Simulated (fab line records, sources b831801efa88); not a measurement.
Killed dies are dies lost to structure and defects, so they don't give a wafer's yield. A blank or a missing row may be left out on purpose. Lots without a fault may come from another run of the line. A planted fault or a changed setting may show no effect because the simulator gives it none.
Which tool did it? | flow sky130 | 14 lots, 41 wafers sampled, at 2 steps of a route of 708

WHAT THE GAUGES READ, wafer by wafer
SKY_LDD_P_TW_MEAS_11.
lot  | measured     | on            | LDD_P_TW
L718 | day 18 23:23 | film_metro-03 | 642.4 643.8 637.7
L719 | day 19 11:31 | film_metro-01 | 644.1 643.7 639.1
L720 | day 19 11:57 | film_metro-01 | 640.3 641.8 642.8
L721 | day 20 04:44 | film_metro-03 | 643.6 643.5 640.2
L722 | day 20 10:39 | film_metro-02 | 633.6 638.7 638.3
L723 | day 21 08:19 | film_metro-03 | 638.5 637.4 636.4
L726 | day 21 23:44 | film_metro-01 | 640.5 640.0 644.2
L727 | day 22 11:59 | film_metro-02 | 639.1 639.3 640.2
L728 | day 22 15:32 | film_metro-03 | 636.9 638.1 638.3
L729 | day 23 05:10 | film_metro-02 | 641.0 640.4 640.6
L731 | day 23 23:32 | film_metro-01 | 604.7 642.8 642.5
L733 | day 24 18:41 | film_metro-02 | 601.0 639.6
L739 | day 26 17:04 | film_metro-01 | 640.4 639.2 640.3
L741 | day 27 05:51 | film_metro-02 | 637.7 636.5 637.7

WHICH TOOL RAN EACH LOT (tool, then ch and the chambers of the sampled wafers, then the start)
lot  | SKY_LDD_P_IMPLANT_09
L718 | implanter-01 ch 0, day 18 23:11
L719 | implanter-04 ch 0, day 19 11:16
L720 | implanter-01 ch 0, day 19 11:42
L721 | implanter-03 ch 0, day 20 04:29
L722 | implanter-04 ch 0, day 20 10:25
L723 | implanter-04 ch 0, day 21 08:05
L726 | implanter-04 ch 0, day 21 23:31
L727 | implanter-03 ch 0, day 22 11:44
L728 | implanter-01 ch 0, day 22 15:18
L729 | implanter-03 ch 0, day 23 04:56
L731 | implanter-03 ch 0, day 23 23:17
L733 | implanter-03 ch 0, day 24 18:27
L739 | implanter-01 ch 0, day 26 16:52
L741 | implanter-04 ch 0, day 27 05:36
- SKY_LDD_P_IMPLANT_09

WHAT THE TOOLS THEMSELVES READ (means of the sampled wafers that have a number; where no wafer has one, the mark that the record gives instead)
SKY_LDD_P_IMPLANT_09.
lot  | tool         | beam_on_s (s) | dose_ions_cm2 | faraday_current_uA
L718 | implanter-01 | 10.19         | 1.0001e+13    | 55.6
L719 | implanter-04 | 9.94          | 1.0002e+13    | 56.8
L720 | implanter-01 | 9.98          | 9.9977e+12    | 56.4
L721 | implanter-03 | 10.00         | 9.9820e+12    | 56.5
L722 | implanter-04 | 9.90          | 1.0002e+13    | 56.8
L723 | implanter-04 | 10.08         | 9.9827e+12    | 56.0
L726 | implanter-04 | 10.11         | 9.9880e+12    | 55.9
L727 | implanter-03 | 10.06         | 1.0000e+13    | 56.1
L728 | implanter-01 | 9.93          | 9.9833e+12    | 56.7
L729 | implanter-03 | 9.97          | 1.0009e+13    | 56.6
L731 | implanter-03 | 9.39          | 1.0010e+13    | 60.8
L733 | implanter-03 | 9.18          | 1.0002e+13    | 62.1
L739 | implanter-01 | 10.17         | 1.0001e+13    | 55.5
L741 | implanter-04 | 10.05         | 1.0002e+13    | 56.1

THE ANSWER, worked out from the rows above alone
Rule: what is usual is taken from the lots themselves. Put in order of their means at a reading, lots are off if they are a third of the lots or fewer, leave a main group of 4 or more, and stand apart from it by a gap of 3 or more times the standard deviation of the main group's means; of several such gaps the widest counts. A main group whose means are all the same, to the digits that the tables above print for the reading, isn't used. A lot without any number at a reading at which 4 lots or more have one is off too. The other lots that the step has rows for count as sound. The gauges are gone through in route order, then the tools' own readings, and for those a lot's mean is taken as printed above. The first step at which some lot is off is used, and at that step the reading that is off furthest; a lot without a number counts as furthest.
Off: L731, L733, at SKY_LDD_P_TW_MEAS_11 (LDD_P_TW). The main group: mean 639.9, standard deviation 2.
A tool fits if, at a process step before that reading, it ran every lot that is off, and no sound lot after the first of them. The gauges at SKY_LDD_P_TW_MEAS_11 aren't tried: what is off there is off at SKY_LDD_P_IMPLANT_09 too, on other tools, and a gauge's error can't cause that. One fits: implanter-03 at SKY_LDD_P_IMPLANT_09. Its last sound lot is L729 (day 23 04:56), its first lot that is off L731 (day 23 23:17): a fault that began between those two fits.
The tool's own readings at SKY_LDD_P_IMPLANT_09 bear it out: on the lots that are off they differ by more than 5 times the standard deviation of the sound lots' means. beam_on_s reads 9.29 s there against 10.03 s on the sound lots; faraday_current_uA reads 61.5 there against 56.2 on the sound lots.

WHAT THE SIMULATOR HAD PUT IN
Process parameter drift: implanter-03, from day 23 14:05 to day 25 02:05, at SKY_LDD_P_IMPLANT_09. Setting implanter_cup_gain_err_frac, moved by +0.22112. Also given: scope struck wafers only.
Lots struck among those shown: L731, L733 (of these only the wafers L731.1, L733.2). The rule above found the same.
